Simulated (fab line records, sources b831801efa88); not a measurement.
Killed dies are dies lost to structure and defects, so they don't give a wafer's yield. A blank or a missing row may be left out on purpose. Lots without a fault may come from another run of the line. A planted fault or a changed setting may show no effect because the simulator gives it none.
One fault seen from 2 desks | flow sfq_line | each desk has only its own numbers; what lay behind them comes last

THE TOOL OWNER'S DESK: pvd_sputter-06
The tool's own readings at SFQ_TRILAYER_R5_DEP_SPUTTER_133 (material MoNx, target thk 40 nm, time 66.7 s): means of the sampled wafers that have a number, for each lot that ran on this tool. A lot is out of limits, marked OUT, if its mean lies more than 4 standard deviations from the usual mean; the brackets give that distance.
Columns: A = cathode_dc_power_W at SFQ_TRILAYER_R5_DEP_SPUTTER_133, usual 1000.0 W; B = throttle_valve_pct at SFQ_TRILAYER_R5_DEP_SPUTTER_133, usual 29.8 %
lot  | first seen here | A                        | B
L360 | day 54 19:31    | 1000.1                   | 29.2
L364 | day 55 01:31    | 1000.1                   | 28.9
L369 | day 58 10:44    | 1000.2                   | 29.5
L370 | day 59 00:41    | 1241.2 (+99 or more) OUT | 29.3
L372 | day 59 10:09    | 1241.2 (+99 or more) OUT | 29.4
L381 | day 61 19:47    | 1000.0                   | 29.5
L383 | day 62 08:36    | 1000.0                   | 29.4
This desk's finding: out of limits on L370, L372; first on L370, day 59 00:41 (cathode_dc_power_W at SFQ_TRILAYER_R5_DEP_SPUTTER_133). In limits: L360, L364, L369, L381, L383.

THE METROLOGY DESK
What the gauges read, lot by lot, whatever tool the lot ran on: means of the sampled wafers that have a number. A lot is out of limits, marked OUT, if its mean lies more than 4 standard deviations from the usual mean; the brackets give that distance.
Columns: A = R5_MONX_RS at SFQ_R5_RS_MEAS_933, usual 7.09 ohm/sq; B = R5_MONX_THK at SFQ_R5_THK_MEAS_934, usual 39.6 nm
lot  | first seen here | A              | B
L360 | day 54 19:37    | 7.15           | 39.5
L363 | day 55 00:55    | 7.07           | 39.9
L364 | day 55 01:38    | 7.08           | 39.4
L365 | day 55 03:55    | 7.09           | 39.7
L369 | day 58 10:48    | 7.15           | 39.4
L370 | day 59 00:47    | 5.78 (-16) OUT | 49.5 (+20) OUT
L372 | day 59 10:13    | 5.75 (-16) OUT | 49.6 (+20) OUT
L375 | day 60 06:48    | 7.06           | 40.1
L376 | day 60 11:56    | 7.00           | 39.9
L377 | day 60 14:56    | 7.03           | 39.8
L379 | day 61 04:10    | 7.06           | 39.6
L381 | day 61 19:52    | 7.10           | 39.4
L382 | day 62 03:11    | 7.05           | 39.8
L383 | day 62 08:40    | 7.16           | 39.3
This desk's finding: out of limits on L370, L372; first on L370, day 59 00:47 (R5_MONX_RS at SFQ_R5_RS_MEAS_933). In limits: L360, L363, L364, L365, L369, L375, L376, L377, L379, L381, L382, L383.

PUT TOGETHER
The tool owner's desk could have raised an alarm at day 59 00:41, on L370, L372.
The metrology desk could have raised an alarm at day 59 00:47, on L370, L372.
Of the lots named, all ran SFQ_TRILAYER_R5_DEP_SPUTTER_133 on pvd_sputter-06.

WHAT THE SIMULATOR HAD PUT IN
Process parameter drift: pvd_sputter-06, from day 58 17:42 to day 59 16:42, at SFQ_TRILAYER_R5_DEP_SPUTTER_133. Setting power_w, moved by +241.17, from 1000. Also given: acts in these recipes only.
Lots struck among those shown: L370, L372.
Hours from the fault's start to each desk's first reading out of limits: the tool owner's desk, 7; the metrology desk, 7.
